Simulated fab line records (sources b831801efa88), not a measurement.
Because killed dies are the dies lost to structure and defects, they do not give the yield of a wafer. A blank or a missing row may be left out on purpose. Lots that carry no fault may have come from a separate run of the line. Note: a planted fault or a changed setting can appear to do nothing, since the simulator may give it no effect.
Which tool was responsible? :: flow sky130 :: 33 wafers from 11 lots sampled at 6 of the route's 708 steps

WHAT THE GAUGES READ, wafer by wafer
SKY_PWDE_OVL_MEAS_07. Usual: PWDE_OVL -0.2 nm, standard deviation 1.4.
lot: L677
measured: day 4 14:28
on: overlay-02
PWDE_OVL (nm): 1.2 -1.6 2.8
flag: 

lot: L680
measured: day 5 03:53
on: overlay-01
PWDE_OVL (nm): -1.1 -0.2 1.2
flag: 

lot: L681
measured: day 5 09:10
on: overlay-01
PWDE_OVL (nm): 0.2 0.5 -1.8
flag: 

lot: L682
measured: day 5 18:36
on: overlay-01
PWDE_OVL (nm): -0.2 0.2 -0.7
flag: 

lot: L688
measured: day 7 11:39
on: overlay-02
PWDE_OVL (nm): 0.6 0.8 1.8
flag: 

lot: L692
measured: day 8 15:14
on: overlay-02
PWDE_OVL (nm): 0.0 1.4 0.6
flag: 

lot: L693
measured: day 8 15:32
on: overlay-01
PWDE_OVL (nm): -0.2 -3.0 -1.6
flag: 

lot: L694
measured: day 9 00:53
on: overlay-02
PWDE_OVL (nm): 0.7 0.1 0.2
flag: 

lot: L696
measured: day 9 06:19
on: overlay-02
PWDE_OVL (nm): -0.2 -0.2 -0.3
flag: 

lot: L697
measured: day 9 07:15
on: overlay-02
PWDE_OVL (nm): -2.6 -4.1 -1.9
flag: 

lot: L698
measured: day 9 11:02
on: overlay-02
PWDE_OVL (nm): -3.0 -1.4 -2.5
flag: 

SKY_NWELL_OVL_MEAS_10. Usual: NWELL_00_OVL -0.6 nm, standard deviation 1.2.
lot: L677
measured: day 5 08:49
on: overlay-02
NWELL_00_OVL (nm): 0.4 -0.7 -0.2
flag: 

lot: L680
measured: day 5 21:41
on: overlay-02
NWELL_00_OVL (nm): -2.2 -0.4 -2.3
flag: 

lot: L681
measured: day 6 03:37
on: overlay-02
NWELL_00_OVL (nm): -0.6 -1.9 0.2
flag: 

lot: L682
measured: day 6 12:07
on: overlay-01
NWELL_00_OVL (nm): -2.8 -1.1 -2.0
flag: 

lot: L688
measured: day 8 08:18
on: overlay-02
NWELL_00_OVL (nm): -1.4 -1.6 -2.5
flag: 

lot: L692
measured: day 9 12:02
on: overlay-02
NWELL_00_OVL (nm): 0.6 0.7 0.7
flag: 

lot: L693
measured: day 9 12:58
on: overlay-01
NWELL_00_OVL (nm): -4.2 -1.7 -0.2
flag: 

lot: L694
measured: day 9 23:02
on: overlay-01
NWELL_00_OVL (nm): 1.0 1.4 -0.2
flag: 

lot: L696
measured: day 10 04:01
on: overlay-01
NWELL_00_OVL (nm): 0.3 -0.9 -1.0
flag: 

lot: L697
measured: day 10 05:36
on: overlay-02
NWELL_00_OVL (nm): -0.5 -2.9 -0.8
flag: 

lot: L698
measured: day 10 09:37
on: overlay-01
NWELL_00_OVL (nm): -0.3 -0.2 -1.3
flag: 

SKY_VT_ADJUST_HVTR_CD_MEAS_07: target cd 380 nm. Usual: cd-nm at 379.5 nm, with a standard deviation of 2.4.
lot: L677
measured: day 10 09:19
on: cd-sem-01
cd-nm (nm): 377.7 380.0 376.4
flag: 

lot: L680
measured: day 11 00:08
on: cd-sem-01
cd-nm (nm): 376.7 378.4 375.9
flag: 

lot: L681
measured: day 11 11:32
on: cd-sem-02
cd-nm (nm): 381.1 378.7 380.8
flag: 

lot: L682
measured: day 11 20:26
on: cd-sem-02
cd-nm (nm): 377.2 379.1 379.9
flag: 

lot: L688
measured: day 14 04:27
on: cd-sem-01
cd-nm (nm): 382.9 383.8 383.4
flag: 

lot: L692
measured: day 15 19:17
on: cd-sem-01
cd-nm (nm): 400.3 400.5 398.0 399.8 400.0 398.0
flag: OFF

lot: L693
measured: day 15 19:52
on: cd-sem-02
cd-nm (nm): 396.9 396.1 396.1 396.6 396.2 395.9
flag: OFF

lot: L694
measured: day 16 08:26
on: cd-sem-01
cd-nm (nm): 396.1 397.8 399.8 396.5 397.7 399.5
flag: OFF

lot: L696
measured: day 16 11:22
on: cd-sem-01
cd-nm (nm): 382.1 378.2 379.6
flag: 

lot: L697
measured: day 16 16:49
on: cd-sem-01
cd-nm (nm): 376.1 377.8 377.3
flag: 

lot: L698
measured: day 16 22:51
on: cd-sem-01
cd-nm (nm): 379.2 379.5 375.0
flag: 

SKY_SONOS_ONO_THK_MEAS_01. Usual: SONOS_ONO_OXIDATION_THK 2.60 nm, standard deviation 0.069.
lot: L677
measured: day 12 11:39
on: film-metro-03
SONOS_ONO_OXIDATION_THK (nm): 2.53 2.53 2.60
flag: 

lot: L680
measured: day 13 03:23
on: film-metro-02
SONOS_ONO_OXIDATION_THK (nm): 2.52 2.57 2.45
flag: 

lot: L681
measured: day 13 17:01
on: film-metro-01
SONOS_ONO_OXIDATION_THK (nm): 2.62 2.66 2.58
flag: 

lot: L682
measured: day 14 02:35
on: film-metro-02
SONOS_ONO_OXIDATION_THK (nm): 2.63 2.58 2.59
flag: 

lot: L688
measured: day 16 12:34
on: film-metro-03
SONOS_ONO_OXIDATION_THK (nm): 2.58 2.63 2.55
flag: 

lot: L692
measured: day 18 08:34
on: film-metro-01
SONOS_ONO_OXIDATION_THK (nm): 2.66 2.65 2.65
flag: 

lot: L693
measured: day 18 11:25
on: film-metro-03
SONOS_ONO_OXIDATION_THK (nm): 2.69 2.59 2.62
flag: 

lot: L694
measured: day 18 23:34
on: film-metro-03
SONOS_ONO_OXIDATION_THK (nm): 2.64 2.65 2.70
flag: 

lot: L696
measured: day 19 03:13
on: film-metro-03
SONOS_ONO_OXIDATION_THK (nm): 2.67 2.73 2.60
flag: 

lot: L697
measured: day 19 07:38
on: film-metro-01
SONOS_ONO_OXIDATION_THK (nm): 2.75 2.73 2.73
flag: 

lot: L698
measured: day 19 18:51
on: film-metro-02
SONOS_ONO_OXIDATION_THK (nm): 2.76 2.69 2.70
flag: 

EACH LOT AND THE TOOL THAT RAN IT (in order: tool; ch and the chambers of the sampled wafers; start)
lot: L677
SKY_VT_ADJUST_HVTR_COAT_02: litho-track-01 ch 0, day 9 21:35
SKY_VT_ADJUST_HVTR_STRIP_10: plasma-asher-03 ch 0,1, day 10 09:38

lot: L680
SKY_VT_ADJUST_HVTR_COAT_02: litho-track-02 ch 0, day 10 12:25
SKY_VT_ADJUST_HVTR_STRIP_10: plasma-asher-01 ch 0,1, day 11 00:26

lot: L681
SKY_VT_ADJUST_HVTR_COAT_02: litho-track-03 ch 0, day 10 23:11
SKY_VT_ADJUST_HVTR_STRIP_10: plasma-asher-01 ch 0,1, day 11 11:50

lot: L682
SKY_VT_ADJUST_HVTR_COAT_02: litho-track-01 ch 0, day 11 08:26
SKY_VT_ADJUST_HVTR_STRIP_10: plasma-asher-04 ch 0,1, day 11 20:44

lot: L688
SKY_VT_ADJUST_HVTR_COAT_02: litho-track-02 ch 0, day 13 15:52
SKY_VT_ADJUST_HVTR_STRIP_10: plasma-asher-03 ch 0,1, day 14 04:46

lot: L692
SKY_VT_ADJUST_HVTR_COAT_02: litho-track-01 ch 0, day 15 05:17
SKY_VT_ADJUST_HVTR_STRIP_10: plasma-asher-04 ch 1, day 15 22:26

lot: L693
SKY_VT_ADJUST_HVTR_COAT_02: litho-track-01 ch 0, day 15 05:53
SKY_VT_ADJUST_HVTR_STRIP_10: plasma-asher-01 ch 0,1, day 16 00:56

lot: L694
SKY_VT_ADJUST_HVTR_COAT_02: litho-track-01 ch 0, day 15 18:41
SKY_VT_ADJUST_HVTR_STRIP_10: plasma-asher-03 ch 0,1, day 16 11:46

lot: L696
SKY_VT_ADJUST_HVTR_COAT_02: litho-track-02 ch 0, day 15 21:39
SKY_VT_ADJUST_HVTR_STRIP_10: plasma-asher-03 ch 0,1, day 16 11:38

lot: L697
SKY_VT_ADJUST_HVTR_COAT_02: litho-track-03 ch 0, day 16 02:27
SKY_VT_ADJUST_HVTR_STRIP_10: plasma-asher-03 ch 0,1, day 16 17:08

lot: L698
SKY_VT_ADJUST_HVTR_COAT_02: litho-track-03 ch 0, day 16 08:11
SKY_VT_ADJUST_HVTR_STRIP_10: plasma-asher-04 ch 0, day 16 23:08
- SKY_VT_ADJUST_HVTR_COAT_02: resist thk 1140 nm.
- SKY_VT_ADJUST_HVTR_STRIP_10: strips in O2/N2.

WHAT THE TOOLS THEMSELVES READ (means of the sampled wafers that have a number; where no wafer has one, the mark that the record gives instead)
SKY_VT_ADJUST_HVTR_COAT_02. Usual: dispense-pressure-kPa 52 kPa, standard deviation 3.5; spin-speed-rpm 2999.8 rpm, standard deviation 2.
lot: L677
tool: litho-track-01
dispense-pressure-kPa (kPa): 56
spin-speed-rpm (rpm): 2998.9
flag: 

lot: L680
tool: litho-track-02
dispense-pressure-kPa (kPa): 52
spin-speed-rpm (rpm): 3000.7
flag: 

lot: L681
tool: litho-track-03
dispense-pressure-kPa (kPa): 48
spin-speed-rpm (rpm): 2998.8
flag: 

lot: L682
tool: litho-track-01
dispense-pressure-kPa (kPa): 56
spin-speed-rpm (rpm): 2999.0
flag: 

lot: L688
tool: litho-track-02
dispense-pressure-kPa (kPa): 52
spin-speed-rpm (rpm): 2997.7
flag: 

lot: L692
tool: litho-track-01
dispense-pressure-kPa (kPa): 56
spin-speed-rpm (rpm): 4106.5
flag: OFF

lot: L693
tool: litho-track-01
dispense-pressure-kPa (kPa): 56
spin-speed-rpm (rpm): 4104.1
flag: OFF

lot: L694
tool: litho-track-01
dispense-pressure-kPa (kPa): 56
spin-speed-rpm (rpm): 4105.8
flag: OFF

lot: L696
tool: litho-track-02
dispense-pressure-kPa (kPa): 52
spin-speed-rpm (rpm): 2999.2
flag: 

lot: L697
tool: litho-track-03
dispense-pressure-kPa (kPa): 49
spin-speed-rpm (rpm): 3000.7
flag: 

lot: L698
tool: litho-track-03
dispense-pressure-kPa (kPa): 49
spin-speed-rpm (rpm): 2999.0
flag: 

SKY_VT_ADJUST_HVTR_STRIP_10. Usual: drypump-motor-current-A 5.5 A, standard deviation 0.56; o2-flow-sccm 3000 sccm, standard deviation 8.8; oes-product-au 0.716 a.u., standard deviation 0.0045; strip-time-to-endpoint-s 14.18 s, standard deviation 0.037.
lot: L677
tool: plasma-asher-03
drypump-motor-current-A (A): 6.2
o2-flow-sccm (sccm): 3003
oes-product-au (a.u.): 0.714
strip-time-to-endpoint-s (s): 14.17
flag: 

lot: L680
tool: plasma-asher-01
drypump-motor-current-A (A): 5.4
o2-flow-sccm (sccm): 3000
oes-product-au (a.u.): 0.714
strip-time-to-endpoint-s (s): 14.18
flag: 

lot: L681
tool: plasma-asher-01
drypump-motor-current-A (A): 5.4
o2-flow-sccm (sccm): 2996
oes-product-au (a.u.): 0.712
strip-time-to-endpoint-s (s): 14.13
flag: 

lot: L682
tool: plasma-asher-04
drypump-motor-current-A (A): 4.9
o2-flow-sccm (sccm): 3002
oes-product-au (a.u.): 0.713
strip-time-to-endpoint-s (s): 14.20
flag: 

lot: L688
tool: plasma-asher-03
drypump-motor-current-A (A): 6.1
o2-flow-sccm (sccm): 3000
oes-product-au (a.u.): 0.718
strip-time-to-endpoint-s (s): 14.16
flag: 

lot: L692
tool: plasma-asher-04
drypump-motor-current-A (A): 4.9
o2-flow-sccm (sccm): 3010
oes-product-au (a.u.): 0.719
strip-time-to-endpoint-s (s): 12.39
flag: OFF

lot: L693
tool: plasma-asher-01
drypump-motor-current-A (A): 5.1
o2-flow-sccm (sccm): 2998
oes-product-au (a.u.): 0.712
strip-time-to-endpoint-s (s): 12.40
flag: OFF

lot: L694
tool: plasma-asher-03
drypump-motor-current-A (A): 6.2
o2-flow-sccm (sccm): 3006
oes-product-au (a.u.): 0.714
strip-time-to-endpoint-s (s): 12.35
flag: OFF

lot: L696
tool: plasma-asher-03
drypump-motor-current-A (A): 6.0
o2-flow-sccm (sccm): 2999
oes-product-au (a.u.): 0.714
strip-time-to-endpoint-s (s): 14.18
flag: 

lot: L697
tool: plasma-asher-03
drypump-motor-current-A (A): 6.0
o2-flow-sccm (sccm): 3003
oes-product-au (a.u.): 0.717
strip-time-to-endpoint-s (s): 14.22
flag: 

lot: L698
tool: plasma-asher-04
drypump-motor-current-A (A): 5.2
o2-flow-sccm (sccm): 2983
oes-product-au (a.u.): 0.713
strip-time-to-endpoint-s (s): 14.18
flag: 

THE ANSWER, worked out from the rows above alone
Rule: take the mean of a lot's wafers that have a number; if it is more than 3 standard deviations from the usual mean, the lot is off. A lot without any number at a reading at which 4 lots or more have one is off too. Any other lot the step has rows for is counted as sound. First the gauges in route order, then the tools' own readings, where a lot's mean is used as printed above. At the first step where some lot is off, the reading lying furthest off is the one used; lots without a number count as furthest.
Off, at SKY_VT_ADJUST_HVTR_CD_MEAS_07 on cd-nm: L692, L693, L694.
A tool fits if, at a process step before that reading, it ran every lot that is off, and no sound lot after the first of them. Not tried: the gauges at SKY_VT_ADJUST_HVTR_CD_MEAS_07; whatever is off there is also off at SKY_VT_ADJUST_HVTR_COAT_02, on other tools, and gauge error can't account for it. One fits: litho-track-01 at SKY_VT_ADJUST_HVTR_COAT_02. A fault onset in the window from L682 (day 11 08:26, its last sound lot) to L692 (day 15 05:17, its first lot off) fits.
The tool's own readings at SKY_VT_ADJUST_HVTR_COAT_02 bear it out: on the lots that are off they differ by more than 5 times the standard deviation of the sound lots' means. spin-speed-rpm reads 4105.5 rpm there against 2999.2 rpm on the sound lots.

WHAT HAD BEEN PUT IN BY THE SIMULATOR
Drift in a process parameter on litho-track-01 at SKY_VT_ADJUST_HVTR_COAT_02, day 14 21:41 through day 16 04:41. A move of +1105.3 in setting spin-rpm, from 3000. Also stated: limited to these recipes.
Shown lots that were struck: L692, L693, L694. The rule given above showed the same thing.
